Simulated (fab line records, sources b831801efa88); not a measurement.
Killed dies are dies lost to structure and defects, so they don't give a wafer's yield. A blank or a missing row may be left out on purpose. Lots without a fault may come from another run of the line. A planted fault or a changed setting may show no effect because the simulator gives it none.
fab line records | flow sky130
record lots=5 wafers=15 last_day=50
route steps=708 shown POLY_CUT@309 SD_P@320 RES_XHIGH@332 SD_N@342
lots that met no fault: from a run of the same line without faults
start_h: hours from the record's first day to the start of the lot's first wafer shown | wait_h: hours since the lot's step before | " the same as in the row above | L1.1+2: a row that stands for several wafers | - no value, or no start given | * or withheld: withheld | < > ~ a bound
route shown NAME@n: a module of which the file shows steps, and the number in the route of the first | usual: mean/standard deviation of fault-free wafers | same: alike in all rows | chamber/n: place in a boat | sites: the reading at each site | _std_site: their standard deviation | _edge_site: outer sites' mean less inner sites' | radius_mm: how far each site lies from the wafer's centre | mask NAME#n: copy n | behind: the tool/chamber that last shaped the wafer | hold: why the lot was held/for how many hours/how that ended | device: the transistor (n, p or np) that didn't switch | end of line: the same wafers' tests at the end of the route | a step without rows: its recipe alone | killed: dies lost to structure and defects at the first sort, not the wafer's yield | map: a wafer's dies, x killed, . not, _ none there
set.NAME: the setting as run; set.NAME@STEP: as run at that earlier step | model.NAME: the simulator's own value behind a step, which no gauge read
lots at some steps of the route; a table a step, a row a wafer
services: from which hour (start_h, from the record's first day; less than 0 if before it) a tool's chamber was out of use, for how many hours, and why
## steps
# step SKY_POLY_CUT_COAT_02
# recipe resist=BARC temp_c=withheld time_s=withheld spin_rpm=3000 resist_thk_nm=60
# columns lot.wafer tool chamber start_h wait_h
L076.3+4+5 litho_track-02 0 568.61 0.1
L079.1+4+6 litho_track-04 0 605.49 0.1
L086.2+3+5 litho_track-01 0 647.42 0.1
L087.1+3+5 litho_track-04 0 653.74 0.1
L095.3+4+6 litho_track-02 0 711.31 0.1
# step SKY_POLY_CUT_COAT_03
# recipe resist=KrF-thick spin_rpm=3000 resist_thk_nm=450
# columns lot.wafer tool chamber start_h wait_h
L076.3+4+5 litho_track-02 0 - -
L079.1+4+6 litho_track-04 0 - -
L086.2+3+5 litho_track-01 0 - -
L087.1+3+5 litho_track-04 0 - -
L095.3+4+6 litho_track-02 0 - -
# step SKY_POLY_CUT_SOFTBAKE_04
# recipe temp_c=100 time_s=90 resist=KrF-thick
# columns lot.wafer tool chamber start_h wait_h
L076.3+4+5 litho_track-02 0 - -
L079.1+4+6 litho_track-04 0 - -
L086.2+3+5 litho_track-01 0 - -
L087.1+3+5 litho_track-04 0 - -
L095.3+4+6 litho_track-02 0 - -
# step SKY_POLY_CUT_EXPOSE_05
# recipe mask_id=NPCM na=0.8 source_shape=annular sigma_inner=0.55 sigma_outer=0.85 target_cd_nm=270 dose_mj=32
# usual focus_offset_nm=0.0/0.53
# same sigma_inner=0.55
# columns lot.wafer tool chamber start_h wait_h mask focus_offset_nm
L076.3 krf_scanner-02 0 - - NPCM#0 1.0
L076.4 " 0 " " NPCM#0 0.2
L076.5 " 0 " " NPCM#0 0.5
L079.1 krf_scanner-01 0 - - NPCM#0 0.0
L079.4 " 0 " " NPCM#0 0.7
L079.6 " 0 " " NPCM#0 0.9
L086.2 krf_scanner-02 0 - - NPCM#0 0.5
L086.3 " 0 " " NPCM#0 0.9
L086.5 " 0 " " NPCM#0 0.1
L087.1 krf_scanner-01 0 - - NPCM#0 0.3
L087.3 " 0 " " NPCM#0 -0.4
L087.5 " 0 " " NPCM#0 0.1
L095.3 krf_scanner-02 0 - - NPCM#0 -0.6
L095.4 " 0 " " NPCM#0 0.8
L095.6 " 0 " " NPCM#0 -0.4
# step SKY_POLY_CUT_PEB_06
# recipe peb_temp_c=withheld peb_time_s=withheld resist=KrF-thick
# columns lot.wafer tool chamber start_h wait_h
L076.3+4+5 litho_track-02 0 - -
L079.1+4+6 litho_track-02 0 - -
L086.2+3+5 litho_track-01 0 - -
L087.1+3+5 litho_track-02 0 - -
L095.3+4+6 litho_track-04 0 - -
# step SKY_POLY_CUT_DEVELOP_07
# recipe develop_time_s=60 resist=KrF-thick dev_temp_c=21
# columns lot.wafer tool chamber start_h wait_h
L076.3+4+5 litho_track-02 0 - -
L079.1+4+6 litho_track-02 0 - -
L086.2+3+5 litho_track-01 0 - -
L087.1+3+5 litho_track-02 0 - -
L095.3+4+6 litho_track-04 0 - -
# step SKY_POLY_CUT_CD_MEAS_08
# recipe target_cd_nm=270
# usual cd_nm=270.3/1.6
# columns lot.wafer tool chamber start_h wait_h cd_nm
L076.3 cd_sem-01 - 584.20 - 270.3
L076.4 " - " " 269.2
L076.5 " - " " 269.8
L079.1 cd_sem-01 - 620.21 - 274.8
L079.4 " - " " 273.9
L079.6 " - " " 273.9
L086.2 cd_sem-01 - 661.61 - 272.0
L086.3 " - " " 270.7
L086.5 " - " " 271.3
L087.1 cd_sem-02 - 668.31 - 270.5
L087.3 " - " " 271.2
L087.5 " - " " 271.3
L095.3 cd_sem-01 - 726.02 - 270.3
L095.4 " - " " 268.5
L095.6 " - " " 269.4
# step SKY_POLY_CUT_OVL_MEAS_09
# usual POLY_CUT_OVL=-2/6
# columns lot.wafer tool chamber start_h wait_h POLY_CUT_OVL[nm]
L076.3 overlay-02 - 584.30 0.1 0
L076.4 " - " " -14
L076.5 " - " " -6
L079.1 overlay-02 - 620.33 0.1 1
L079.4 " - " " -2
L079.6 " - " " -7
L086.2 overlay-02 - 661.72 0.1 -1
L086.3 " - " " 4
L086.5 " - " " 8
L087.1 overlay-02 - 668.43 0.1 -7
L087.3 " - " " -4
L087.5 " - " " -1
L095.3 overlay-01 - 726.11 0.1 -2
L095.4 " - " " -10
L095.6 " - " " -22
# step SKY_POLY_CUT_ETCH_10
# recipe chemistry=N2/H2 target=BARC ion_energy_ev=200 source_w=500 bias_w=100 pressure_mtorr=30 n2_flow_sccm=100 h2_flow_sccm=200 stop_on=SiO2 time_s=45.9 target_depth_a=600
# usual chamber_pressure_mTorr=30.00/0.031 drypump_motor_current_A=5.9/0.44 oes_product_au=0.854/0.0048 throttle_valve_pct=13.226/0.0095
# columns lot.wafer tool chamber start_h wait_h chamber_pressure_mTorr drypump_motor_current_A oes_product_au rf_hours_counter_h throttle_valve_pct
L076.3 rie_diel-04 2 584.32 0.0 29.98 5.5 0.857 11 13.225
L076.4 " 3 " " 30.02 6.4 0.850 - 13.236
L076.5 " 2 " " 30.06 5.5 0.853 - 13.222
L079.1 rie_diel-02 2 620.37 0.0 30.00 5.1 0.850 3 13.219
L079.4 " 1 " " 29.99 6.0 0.852 29 13.224
L079.6 " 1 " " 29.81 6.0 0.852 - 13.222
L086.2 rie_diel-02 1 661.75 0.0 30.01 6.0 0.851 30 13.231
L086.3 " 0 " " 30.01 5.6 0.858 2 13.244
L086.5 " 2 " " 30.07 5.1 0.857 - 13.219
L087.1 rie_diel-03 1 668.47 0.0 30.00 6.0 0.850 7 13.236
L087.3 " 0 " " 30.01 6.2 0.856 5 13.237
L087.5 " 3 " " 30.04 6.5 0.847 - 13.219
L095.3 rie_diel-04 1 726.14 0.0 30.03 5.5 0.855 1 13.232
L095.4 " 3 " " 29.97 6.3 0.849 6 13.239
L095.6 " 2 " " 29.95 5.5 0.852 - 13.248
# step SKY_POLY_CUT_ETCH_11
# recipe target=Si3N4 chemistry=CF4/CH2F2/Ar stop_on=poly-Si source_w=600 bias_w=150 pressure_mtorr=40 cf4_flow_sccm=40 ch2f2_flow_sccm=20 Ar_flow_sccm=150 time_s=42.5 target_depth_a=600
# usual chamber_pressure_mTorr=40.00/0.037 drypump_motor_current_A=5.9/0.44 oes_product_au=0.828/0.0068 throttle_valve_pct=14.994/0.0095
# columns lot.wafer tool chamber start_h wait_h chamber_pressure_mTorr drypump_motor_current_A oes_product_au rf_hours_counter_h throttle_valve_pct
L076.3 rie_diel-04 2 584.36 0.0 39.94 5.5 0.828 11 14.997
L076.4 " 3 " " 40.00 6.4 0.829 - 14.990
L076.5 " 2 " " 40.04 5.5 0.827 - 14.991
L079.1 rie_diel-02 2 620.41 0.0 39.97 5.1 0.828 3 14.993
L079.4 " 1 " " 40.07 6.0 0.818 29 15.000
L079.6 " 1 " " 40.02 6.0 0.822 - 15.002
L086.2 rie_diel-02 1 661.79 0.0 40.03 5.9 0.826 30 14.995
L086.3 " 0 " " 40.03 5.6 0.828 2 14.990
L086.5 " 2 " " 40.02 5.1 0.824 - 14.974
L087.1 rie_diel-03 1 668.51 0.0 40.02 6.0 0.831 7 15.011
L087.3 " 0 " " 40.01 6.2 0.827 5 14.989
L087.5 " 3 " " 39.96 6.5 0.835 - 14.996
L095.3 rie_diel-04 1 726.18 0.0 40.00 5.5 0.825 1 14.998
L095.4 " 3 " " 40.00 6.3 0.825 6 14.995
L095.6 " 2 " " 39.99 5.5 0.826 - 14.987
# step SKY_POLY_CUT_STRIP_12
# recipe chemistry=O2/N2 power_w=1400 pressure_mtorr=1500 platen_temp_c=withheld o2_flow_sccm=3000 n2_flow_sccm=300 overash_fraction=0.5
# usual chamber_pressure_mTorr=1499.9/1.3 drypump_motor_current_A=5.7/0.54 oes_product_au=0.453/0.0047 strip_time_to_endpoint_s=5.362/0.018
# columns lot.wafer tool chamber start_h wait_h chamber_pressure_mTorr drypump_motor_current_A oes_product_au rf_hours_counter_h strip_time_to_endpoint_s
L076.3 plasma_asher-01 1 584.44 0.1 1500.3 6.7 0.456 - 5.352
L076.4 " 0 " " 1498.6 5.8 0.446 - 5.363
L076.5 " 1 " " 1500.1 6.7 0.453 - 5.350
L079.1 plasma_asher-01 1 620.45 0.0 1500.0 6.7 0.448 80 5.328
L079.4 " 1 " " 1498.7 6.7 0.459 - 5.357
L079.6 " 1 " " 1497.5 6.7 0.461 - 5.365
L086.2 plasma_asher-04 0 661.83 0.0 1503.0 5.2 0.453 23 5.363
L086.3 " 0 " " 1500.0 5.2 0.456 - 5.363
L086.5 " 1 " " 1499.5 5.9 0.456 - 5.363
L087.1 plasma_asher-04 1 668.55 0.0 1499.2 5.9 0.451 24 5.367
L087.3 " 0 " " 1501.6 5.2 0.455 - 5.371
L087.5 " 1 " " 1499.7 5.9 0.456 - 5.362
L095.3 plasma_asher-03 1 726.25 0.1 1500.0 5.3 0.447 - 5.370
L095.4 " 0 " " 1501.6 5.2 0.455 - 5.359
L095.6 " 0 " " 1500.0 5.2 0.457 - 5.361
# step SKY_SD_P_DEHYDRATE_00
# recipe temp_c=200 time_s=60
# columns lot.wafer tool chamber start_h wait_h
L076.3+4+5 litho_track-02 0 598.16 13.7
L079.1+4+6 litho_track-03 0 634.51 14.0
L086.2+3+5 litho_track-03 0 675.39 13.5
L087.1+3+5 litho_track-03 0 681.66 13.1
L095.3+4+6 litho_track-01 0 739.24 13.0
# step SKY_SD_P_HMDS_01
# recipe prime_time_s=60 prime_temp_c=120
# columns lot.wafer tool chamber start_h wait_h
L076.3+4+5 litho_track-02 0 598.31 0.1
L079.1+4+6 litho_track-03 0 634.66 0.1
L086.2+3+5 litho_track-03 0 675.54 0.1
L087.1+3+5 litho_track-03 0 681.81 0.1
L095.3+4+6 litho_track-01 0 739.39 0.1
# step SKY_SD_P_COAT_02
# recipe resist=NOVOLAK spin_rpm=3000 resist_thk_nm=1140
# columns lot.wafer tool chamber start_h wait_h
L076.3+4+5 litho_track-02 0 598.46 0.1
L079.1+4+6 litho_track-03 0 634.81 0.1
L086.2+3+5 litho_track-03 0 675.69 0.1
L087.1+3+5 litho_track-03 0 681.96 0.1
L095.3+4+6 litho_track-01 0 739.54 0.1
# step SKY_SD_P_SOFTBAKE_03
# recipe temp_c=90 time_s=60 resist=NOVOLAK
# columns lot.wafer tool chamber start_h wait_h
L076.3+4+5 litho_track-02 0 598.61 0.1
L079.1+4+6 litho_track-03 0 634.96 0.1
L086.2+3+5 litho_track-03 0 675.84 0.1
L087.1+3+5 litho_track-03 0 682.11 0.1
L095.3+4+6 litho_track-01 0 739.69 0.1
# step SKY_SD_P_EXPOSE_04
# recipe mask_id=PSDM na=0.6 source_shape=conventional sigma_outer=0.6 polarization=unpolarized target_cd_nm=380 dose_mj=138
# usual focus_offset_nm=0.0/0.52
# columns lot.wafer tool chamber start_h wait_h mask focus_offset_nm
L076.3 iline_stepper-01 0 - - PSDM#0 0.3
L076.4 " 0 " " PSDM#0 0.3
L076.5 " 0 " " PSDM#0 0.0
L079.1 iline_stepper-01 0 - - PSDM#0 -0.2
L079.4 " 0 " " PSDM#0 -0.3
L079.6 " 0 " " PSDM#0 0.1
L086.2 iline_stepper-01 0 - - PSDM#0 0.9
L086.3 " 0 " " PSDM#0 0.6
L086.5 " 0 " " PSDM#0 0.8
L087.1 iline_stepper-01 0 - - PSDM#0 -0.2
L087.3 " 0 " " PSDM#0 0.2
L087.5 " 0 " " PSDM#0 -0.9
L095.3 iline_stepper-01 0 - - PSDM#0 0.1
L095.4 " 0 " " PSDM#0 0.2
L095.6 " 0 " " PSDM#0 -0.4
# step SKY_SD_P_PEB_05
# recipe temp_c=withheld time_s=* resist=NOVOLAK
# columns lot.wafer tool chamber start_h wait_h
L076.3+4+5 litho_track-03 0 - -
L079.1+4+6 litho_track-02 0 - -
L086.2+3+5 litho_track-03 0 - -
L087.1+3+5 litho_track-01 0 - -
L095.3+4+6 litho_track-02 0 - -
# step SKY_SD_P_DEVELOP_06
# recipe resist=NOVOLAK developer=TMAH develop_time_s=60 dev_temp_c=23
# columns lot.wafer tool chamber start_h wait_h
L076.3+4+5 litho_track-03 0 613.36 0.1
L079.1+4+6 litho_track-02 0 649.21 0.1
L086.2+3+5 litho_track-03 0 689.49 0.1
L087.1+3+5 litho_track-01 0 696.54 0.1
L095.3+4+6 litho_track-02 0 753.16 0.1
# step SKY_SD_P_CD_MEAS_07
# recipe target_cd_nm=380
# usual cd_nm=379/3
# columns lot.wafer tool chamber start_h wait_h cd_nm
L076.3 cd_sem-02 - 613.50 0.1 378
L076.4 " - " " 377
L076.5 " - " " 379
L079.1 cd_sem-01 - 649.36 0.1 382
L079.4 " - " " 383
L079.6 " - " " 384
L086.2 cd_sem-01 - 689.63 0.1 378
L086.3 " - " " 379
L086.5 " - " " 377
L087.1 cd_sem-01 - 696.69 0.1 377
L087.3 " - " " 377
L087.5 " - " " 378
L095.3 cd_sem-02 - 753.30 0.1 384
L095.4 " - " " 383
L095.6 " - " " 382
# step SKY_SD_P_OVL_MEAS_08
# usual SD_P_OVL=0.0/1.3
# columns lot.wafer tool chamber start_h wait_h SD_P_OVL[nm]
L076.3 overlay-01 - 613.59 0.1 -0.9
L076.4 " - " " -0.2
L076.5 " - " " -1.2
L079.1 overlay-01 - 649.48 0.1 -0.8
L079.4 " - " " 1.9
L079.6 " - " " -0.5
L086.2 overlay-02 - 689.74 0.1 1.0
L086.3 " - " " 1.8
L086.5 " - " " 0.3
L087.1 overlay-01 - 696.81 0.1 1.8
L087.3 " - " " 3.5
L087.5 " - " " 1.0
L095.3 overlay-01 - 753.40 0.1 0.3
L095.4 " - " " 1.4
L095.6 " - " " 0.3
# step SKY_SD_P_IMPLANT_09
# recipe species=BF2 energy_kev=20 dose_cm2=3e+15 tilt_deg=0
# columns lot.wafer tool chamber start_h wait_h
L076.3+4+5 implanter-02 0 613.67 0.1
L079.1+4+6 implanter-03 0 649.52 0.0
L086.2+3+5 implanter-03 0 689.79 0.0
L087.1+3+5 implanter-04 0 696.85 0.0
L095.3+4+6 implanter-03 0 753.47 0.1
# step SKY_SD_P_STRIP_10
# recipe chemistry=O2/N2 power_w=1400 pressure_mtorr=1500 platen_temp_c=withheld o2_flow_sccm=3000 n2_flow_sccm=300 overash_fraction=0.5
# usual chamber_pressure_mTorr=1499.8/1.3 drypump_motor_current_A=5.6/0.32 oes_product_au=0.618/0.0041 strip_time_to_endpoint_s=17.52/0.035
# columns lot.wafer tool chamber start_h wait_h chamber_pressure_mTorr drypump_motor_current_A oes_product_au rf_hours_counter_h strip_time_to_endpoint_s
L076.3 plasma_asher-02 0 613.80 0.1 1502.2 6.0 0.622 - 17.58
L076.4 " 1 " " 1499.4 5.8 0.618 - 17.60
L076.5 " 0 " " 1499.3 6.0 0.614 - 17.59
L079.1 plasma_asher-04 1 649.67 0.1 1498.7 5.9 0.617 22 17.47
L079.4 " 0 " " 1498.8 5.2 0.614 - 17.51
L079.6 " 0 " " 1498.9 5.2 0.616 - 17.50
L086.2 plasma_asher-03 0 689.92 0.1 1499.1 5.2 0.616 96 17.52
L086.3 " 1 " " 1501.3 5.3 0.619 - 17.48
L086.5 " 1 " " 1497.7 5.3 0.615 - 17.56
L087.1 plasma_asher-03 0 697.00 0.1 1500.3 5.3 0.620 97 17.48
L087.3 " 0 " " 1500.7 5.3 0.616 - 17.49
L087.5 " 0 " " 1499.4 5.2 0.618 - 17.52
L095.3 plasma_asher-04 0 753.60 0.1 1499.8 5.2 0.615 - 17.53
L095.4 " 1 " " 1497.2 5.9 0.622 - 17.54
L095.6 " 0 " " 1498.2 5.2 0.621 - 17.56
# step SKY_SD_P_TW_MEAS_11
# usual SD_P_TW=2869/43
# columns lot.wafer tool chamber start_h wait_h SD_P_TW
L076.3 film_metro-01 - 613.89 0.1 2918
L076.4 " - " " 2910
L076.5 " - " " 2922
L079.1 film_metro-01 - 649.77 0.1 2922
L079.4 " - " " 2908
L079.6 " - " " 2919
L086.2 film_metro-01 - 690.03 0.1 2915
L086.3 " - " " 2905
L086.5 " - " " 2897
L087.1 film_metro-01 - 697.10 0.1 2926
L087.3 " - " " 2917
L087.5 " - " " 2943
L095.3 film_metro-04 - 753.69 0.1 2812
L095.4 " - " " 2829
L095.6 " - " " 2804
# step SKY_RES_XHIGH_DEHYDRATE_00
# recipe temp_c=200 time_s=60
# columns lot.wafer tool chamber start_h wait_h
L076.3+4+5 litho_track-01 0 627.44 13.5
L079.1+4+6 litho_track-04 0 663.59 13.8
L086.2+3+5 litho_track-01 0 703.47 13.4
L087.1+3+5 litho_track-03 0 710.41 13.3
L095.3+4+6 litho_track-01 0 766.64 12.9
# step SKY_RES_XHIGH_HMDS_01
# recipe prime_time_s=60 prime_temp_c=120
# columns lot.wafer tool chamber start_h wait_h
L076.3+4+5 litho_track-01 0 627.59 0.1
L079.1+4+6 litho_track-04 0 663.74 0.1
L086.2+3+5 litho_track-01 0 703.62 0.1
L087.1+3+5 litho_track-03 0 710.56 0.1
L095.3+4+6 litho_track-01 0 766.79 0.1
# step SKY_RES_XHIGH_COAT_02
# recipe resist=NOVOLAK spin_rpm=3000 resist_thk_nm=1140
# columns lot.wafer tool chamber start_h wait_h
L076.3+4+5 litho_track-01 0 627.74 0.1
L079.1+4+6 litho_track-04 0 663.89 0.1
L086.2+3+5 litho_track-01 0 703.77 0.1
L087.1+3+5 litho_track-03 0 710.71 0.1
L095.3+4+6 litho_track-01 0 766.94 0.1
# step SKY_RES_XHIGH_SOFTBAKE_03
# recipe temp_c=90 time_s=60 resist=NOVOLAK
# columns lot.wafer tool chamber start_h wait_h
L076.3+4+5 litho_track-01 0 627.89 0.1
L079.1+4+6 litho_track-04 0 664.04 0.1
L086.2+3+5 litho_track-01 0 703.92 0.1
L087.1+3+5 litho_track-03 0 710.86 0.1
L095.3+4+6 litho_track-01 0 767.09 0.1
# step SKY_RES_XHIGH_EXPOSE_04
# recipe mask_id=URPM na=0.6 source_shape=conventional sigma_outer=0.6 polarization=unpolarized target_cd_nm=1270 dose_mj=140
# usual focus_offset_nm=0.1/0.5
# columns lot.wafer tool chamber start_h wait_h mask focus_offset_nm
L076.3 iline_stepper-02 0 - - URPM#0 0.1
L076.4 " 0 " " URPM#0 0.5
L076.5 " 0 " " URPM#0 0.7
L079.1 iline_stepper-01 0 - - URPM#0 -0.2
L079.4 " 0 " " URPM#0 0.1
L079.6 " 0 " " URPM#0 0.6
L086.2 iline_stepper-01 0 - - URPM#0 0.3
L086.3 " 0 " " URPM#0 0.4
L086.5 " 0 " " URPM#0 0.3
L087.1 iline_stepper-02 0 - - URPM#0 0.1
L087.3 " 0 " " URPM#0 0.6
L087.5 " 0 " " URPM#0 0.2
L095.3 iline_stepper-02 0 - - URPM#0 0.6
L095.4 " 0 " " URPM#0 0.8
L095.6 " 0 " " URPM#0 -0.7
# step SKY_RES_XHIGH_PEB_05
# recipe temp_c=withheld time_s=* resist=NOVOLAK
# columns lot.wafer tool chamber start_h wait_h
L076.3+4+5 litho_track-01 0 - -
L079.1+4+6 litho_track-04 0 - -
L086.2+3+5 litho_track-01 0 - -
L087.1+3+5 litho_track-04 0 - -
L095.3+4+6 litho_track-03 0 - -
# step SKY_RES_XHIGH_DEVELOP_06
# recipe resist=NOVOLAK developer=TMAH develop_time_s=60 dev_temp_c=23
# columns lot.wafer tool chamber start_h wait_h
L076.3+4+5 litho_track-01 0 642.34 0.1
L079.1+4+6 litho_track-04 0 677.94 0.1
L086.2+3+5 litho_track-01 0 717.47 0.1
L087.1+3+5 litho_track-04 0 724.54 0.1
L095.3+4+6 litho_track-03 0 780.56 0.1
# step SKY_RES_XHIGH_IMPLANT_07
# recipe species=BF2 energy_kev=20 dose_cm2=3.6e+14 tilt_deg=0
# columns lot.wafer tool chamber start_h wait_h
L076.3+4+5 implanter-02 0 642.49 0.1
L079.1+4+6 implanter-02 0 678.09 0.1
L086.2+3+5 implanter-03 0 717.62 0.1
L087.1+3+5 implanter-02 0 724.69 0.1
L095.3+4+6 implanter-03 0 780.71 0.1
# step SKY_RES_XHIGH_STRIP_08
# recipe chemistry=O2/N2 power_w=1400 pressure_mtorr=1500 platen_temp_c=withheld o2_flow_sccm=3000 n2_flow_sccm=300 overash_fraction=0.5
# usual chamber_pressure_mTorr=1500.1/1.5 drypump_motor_current_A=5.8/0.45 oes_product_au=0.711/0.0041 strip_time_to_endpoint_s=14.27/0.039
# columns lot.wafer tool chamber start_h wait_h chamber_pressure_mTorr drypump_motor_current_A oes_product_au rf_hours_counter_h strip_time_to_endpoint_s
L076.3 plasma_asher-02 0 642.63 0.1 1501.9 5.9 0.709 - 14.31
L076.4 " 1 " " 1498.8 5.7 0.708 - 14.31
L076.5 " 1 " " 1500.2 5.7 0.714 - 14.33
L079.1 plasma_asher-04 0 678.24 0.1 1500.2 5.2 0.711 25 14.26
L079.4 " 1 " " 1500.1 5.9 0.715 - 14.23
L079.6 " 1 " " 1498.7 5.9 0.703 - 14.29
L086.2 plasma_asher-01 1 717.74 0.1 1504.2 6.7 0.706 86 14.31
L086.3 " 0 " " 1498.6 5.8 0.719 - 14.29
L086.5 " 1 " " 1499.9 6.8 0.711 - 14.32
L087.1 plasma_asher-01 0 724.84 0.1 1501.1 5.8 0.712 86 14.29
L087.3 " 1 " " 1499.3 6.7 0.710 - 14.31
L087.5 " 1 " " 1498.7 6.8 0.712 - 14.32
L095.3 plasma_asher-02 1 780.85 0.1 1498.4 5.7 0.705 - 14.29
L095.4 " 0 " " 1499.2 6.0 0.713 - 14.24
L095.6 " 0 " " 1500.9 6.0 0.705 - 14.26
# step SKY_RES_XHIGH_TW_MEAS_09
# usual RES_XHIGH_TW=1652/18
# columns lot.wafer tool chamber start_h wait_h RES_XHIGH_TW
L076.3 film_metro-04 - 642.71 0.1 1643
L076.4 " - " " 1642
L076.5 " - " " 1643
L079.1 film_metro-02 - 678.34 0.1 1656
L079.4 " - " " 1662
L079.6 " - " " 1664
L086.2 film_metro-04 - 717.85 0.1 1632
L086.3 " - " " 1638
L086.5 " - " " 1638
L087.1 film_metro-04 - 724.94 0.1 1643
L087.3 " - " " 1642
L087.5 " - " " 1639
L095.3 film_metro-02 - 780.93 0.1 1647
L095.4 " - " " 1654
L095.6 " - " " 1644
# step SKY_SD_N_DEHYDRATE_00
# recipe temp_c=200 time_s=60
# columns lot.wafer tool chamber start_h wait_h
L076.3+4+5 litho_track-04 0 656.14 13.4
L079.1+4+6 litho_track-03 0 691.76 13.4
L086.2+3+5 litho_track-04 0 731.07 13.2
L087.1+3+5 litho_track-04 0 738.54 13.6
L095.3+4+6 litho_track-02 0 793.76 12.8
# step SKY_SD_N_HMDS_01
# recipe prime_time_s=60 prime_temp_c=120
# columns lot.wafer tool chamber start_h wait_h
L076.3+4+5 litho_track-04 0 656.29 0.1
L079.1+4+6 litho_track-03 0 691.91 0.1
L086.2+3+5 litho_track-04 0 731.22 0.1
L087.1+3+5 litho_track-04 0 738.69 0.1
L095.3+4+6 litho_track-02 0 793.91 0.1
# step SKY_SD_N_COAT_02
# recipe resist=NOVOLAK spin_rpm=3000 resist_thk_nm=1140
# columns lot.wafer tool chamber start_h wait_h
L076.3+4+5 litho_track-04 0 656.44 0.1
L079.1+4+6 litho_track-03 0 692.06 0.1
L086.2+3+5 litho_track-04 0 731.37 0.1
L087.1+3+5 litho_track-04 0 738.84 0.1
L095.3+4+6 litho_track-02 0 794.06 0.1
# step SKY_SD_N_SOFTBAKE_03
# recipe temp_c=90 time_s=60 resist=NOVOLAK
# columns lot.wafer tool chamber start_h wait_h
L076.3+4+5 litho_track-04 0 656.59 0.1
L079.1+4+6 litho_track-03 0 692.21 0.1
L086.2+3+5 litho_track-04 0 731.52 0.1
L087.1+3+5 litho_track-04 0 738.99 0.1
L095.3+4+6 litho_track-02 0 794.21 0.1
# step SKY_SD_N_EXPOSE_04
# recipe mask_id=NSDM na=0.6 source_shape=conventional sigma_outer=0.6 polarization=unpolarized target_cd_nm=380 dose_mj=141
# usual focus_offset_nm=0.0/0.5
# columns lot.wafer tool chamber start_h wait_h mask focus_offset_nm
L076.3 iline_stepper-01 0 - - NSDM#0 -0.1
L076.4 " 0 " " NSDM#0 -0.3
L076.5 " 0 " " NSDM#0 -0.3
L079.1 iline_stepper-02 0 - - NSDM#0 0.8
L079.4 " 0 " " NSDM#0 0.6
L079.6 " 0 " " NSDM#0 0.6
L086.2 iline_stepper-01 0 - - NSDM#0 0.9
L086.3 " 0 " " NSDM#0 0.8
L086.5 " 0 " " NSDM#0 0.4
L087.1 iline_stepper-01 0 - - NSDM#0 0.1
L087.3 " 0 " " NSDM#0 -0.3
L087.5 " 0 " " NSDM#0 0.3
L095.3 iline_stepper-02 0 - - NSDM#0 -0.6
L095.4 " 0 " " NSDM#0 0.5
L095.6 " 0 " " NSDM#0 0.4
# step SKY_SD_N_PEB_05
# recipe temp_c=withheld time_s=* resist=NOVOLAK
# columns lot.wafer tool chamber start_h wait_h
L076.3+4+5 litho_track-02 0 - -
L079.1+4+6 litho_track-03 0 - -
L086.2+3+5 litho_track-02 0 - -
L087.1+3+5 litho_track-03 0 - -
L095.3+4+6 litho_track-03 0 - -
# step SKY_SD_N_DEVELOP_06
# recipe resist=NOVOLAK developer=TMAH develop_time_s=60 dev_temp_c=23
# columns lot.wafer tool chamber start_h wait_h
L076.3+4+5 litho_track-02 0 670.96 0.1
L079.1+4+6 litho_track-03 0 706.46 0.1
L086.2+3+5 litho_track-02 0 744.74 0.1
L087.1+3+5 litho_track-03 0 752.51 0.1
L095.3+4+6 litho_track-03 0 807.61 0.1
# step SKY_SD_N_CD_MEAS_07
# recipe target_cd_nm=380
# usual cd_nm=380.0/2.8
# columns lot.wafer tool chamber start_h wait_h cd_nm
L076.3 cd_sem-01 - 671.10 0.1 382.9
L076.4 " - " " 380.6
L076.5 " - " " 382.0
L079.1 cd_sem-01 - 706.61 0.1 378.5
L079.4 " - " " 376.8
L079.6 " - " " 377.0
L086.2 cd_sem-02 - 744.88 0.1 379.7
L086.3 " - " " 381.5
L086.5 " - " " 380.6
L087.1 cd_sem-01 - 752.66 0.1 379.5
L087.3 " - " " 378.5
L087.5 " - " " 378.7
L095.3 cd_sem-02 - 807.75 0.1 384.0
L095.4 " - " " 385.3
L095.6 " - " " 380.4
# step SKY_SD_N_OVL_MEAS_08
# usual SD_N_OVL=-0.1/1.7
# columns lot.wafer tool chamber start_h wait_h SD_N_OVL[nm]
L076.3 overlay-02 - 671.20 0.1 0.7
L076.4 " - " " 1.4
L076.5 " - " " 0.9
L079.1 overlay-02 - 706.73 0.1 0.2
L079.4 " - " " 3.4
L079.6 " - " " -0.9
L086.2 overlay-01 - 744.99 0.1 1.4
L086.3 " - " " 1.1
L086.5 " - " " 2.6
L087.1 overlay-02 - 752.78 0.1 -0.4
L087.3 " - " " -2.1
L087.5 " - " " -2.2
L095.3 overlay-02 - 807.84 0.1 -2.9
L095.4 " - " " -2.4
L095.6 " - " " -3.3
# step SKY_SD_N_IMPLANT_09
# recipe species=As energy_kev=50 dose_cm2=4e+15 tilt_deg=0
# columns lot.wafer tool chamber start_h wait_h
L076.3+4+5 implanter-04 0 671.27 0.1
L079.1+4+6 implanter-01 0 706.77 0.0
L086.2+3+5 implanter-02 0 745.05 0.0
L087.1+3+5 implanter-04 0 752.82 0.0
L095.3+4+6 implanter-01 0 807.92 0.1
# step SKY_SD_N_IMPLANT_10
# recipe species=P energy_kev=20 dose_cm2=1e+14 tilt_deg=0
# columns lot.wafer tool chamber start_h wait_h
L076.3+4+5 implanter-04 0 671.42 0.1
L079.1+4+6 implanter-01 0 706.92 0.1
L086.2+3+5 implanter-02 0 745.20 0.1
L087.1+3+5 implanter-04 0 752.97 0.1
L095.3+4+6 implanter-01 0 808.07 0.1
## services
# columns tool chamber start_h hours kind
implanter-03 - 573.51 1.0 repair
plasma_asher-01 - 579.19 2.9 repair
iline_stepper-01 - 579.82 1.7 pm
rie_diel-04 1 582.25 12.5 repair
implanter-01 - 598.55 4.5 pm
iline_stepper-01 - 612.98 4.4 pm
rie_diel-02 - 636.96 0.5 repair
implanter-04 - 640.14 0.6 repair
implanter-04 - 659.48 2.4 repair
implanter-02 - 664.64 2.1 repair
implanter-04 - 668.94 2.1 repair
iline_stepper-02 - 673.51 18.8 repair
implanter-03 - 685.87 1.5 repair
iline_stepper-02 - 694.58 1.7 pm
plasma_asher-04 - 698.24 14.6 pm
implanter-04 - 705.93 1.8 repair
plasma_asher-04 - 724.69 11.8 repair
implanter-02 - 729.10 3.5 repair
implanter-03 - 749.60 3.8 pm
implanter-03 - 759.54 1.3 repair
plasma_asher-04 - 772.67 2.8 pm
implanter-02 - 781.03 6.4 pm
iline_stepper-01 - 798.00 1.7 pm
implanter-04 - 800.46 13.8 pm
## key
fault none
